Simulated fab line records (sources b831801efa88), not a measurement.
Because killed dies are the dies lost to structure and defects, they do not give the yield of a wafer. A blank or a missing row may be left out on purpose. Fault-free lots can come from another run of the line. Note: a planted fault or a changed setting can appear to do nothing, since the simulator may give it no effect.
The same fault as seen by 2 desks | flow sky130 | what lay behind the numbers comes last; until then each desk has only its own

## FROM THE METROLOGY DESK
What the gauges read, lot by lot, whatever tool the lot ran on: means of the sampled wafers that have a number. A lot is out of limits, marked OUT, if its mean lies more than 4 standard deviations from the usual mean; the brackets give that distance.
Columns: A = METAL2_ALCU_THK at SKY_METAL2_THK_MEAS_06, usual 254 nm
lot  | first seen here | A
L493 | day 34 04:52    | 258
L494 | day 34 11:05    | 256
L495 | day 34 18:51    | 252
L497 | day 35 12:08    | 255
L498 | day 36 00:56    | 251
L500 | day 36 19:17    | 253
L501 | day 37 04:34    | 253
L502 | day 37 18:18    | 258
L504 | day 38 00:20    | 247
L507 | day 38 09:58    | 251
L508 | day 39 01:11    | 253
L509 | day 39 08:04    | 257
L513 | day 40 00:43    | 257
L515 | day 40 16:33    | 252
L516 | day 41 00:44    | 253
This desk's verdict: no lot among the 15 shows anything out of limits.

## THE TOOL OWNER'S DESK: rie-diel-02
The tool's own readings at SKY_VIA2_ETCH_14 (etches BARC in N2/H2, stops on SiO2, time 45.9 s, target depth 60 nm): means of the sampled wafers that have a number, for each lot that ran on this tool. A lot is out of limits, marked OUT, if its mean lies more than 4 standard deviations from the usual mean; the brackets give that distance.
Columns: A = drypump-motor-current-A at SKY_VIA2_ETCH_14, usual 5.8 A; B = oes-product-au at SKY_VIA2_ETCH_14, usual 0.854 a.u.; C = run-length-s at SKY_VIA2_ETCH_14, usual 73.9 s; D = throttle-valve-pct at SKY_VIA2_ETCH_14, usual 13.224 %
lot  | first seen here | A   | B               | C              | D
L495 | day 37 01:58    | 5.9 | 0.857           | 73.7           | 13.223
L501 | day 39 08:52    | 5.7 | 0.853           | 74.1           | 13.213
L502 | day 39 21:49    | 6.3 | 0.852           | 73.7           | 13.223
L504 | day 40 07:01    | 6.0 | 0.850           | 74.0           | 13.221
L507 | day 40 12:58    | 5.5 | 0.999 (+30) OUT | 50.7 (-51) OUT | 13.238
L508 | day 41 04:52    | 5.9 | 1.001 (+31) OUT | 51.1 (-50) OUT | 13.240
L509 | day 41 10:49    | 5.9 | 1.000 (+30) OUT | 50.8 (-50) OUT | 13.243
This desk's finding: out of limits on L507, L508, L509; first on L507, day 40 12:58 (oes-product-au at SKY_VIA2_ETCH_14). Within limits: L495, L501, L502, L504.

## ALL TOGETHER
The tool owner's desk had the chance to raise an alarm at day 40 12:58 on L507, L508, L509.
From the metrology desk's view, nothing was out of limits.
The metrology desk holds a record of L507, L508, L509, inside its limits.
Every lot named ran SKY_VIA2_ETCH_14 on rie-diel-02.

## WHAT THE SIMULATOR HAD INSERTED
Drift in process parameters on rie-diel-02 at SKY_VIA2_ETCH_14, starting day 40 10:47. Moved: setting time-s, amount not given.
Lots struck among those shown: L507, L508, L509.
Time in hours from fault onset to the first out-of-limits reading at each desk: the tool owner's desk, 2.
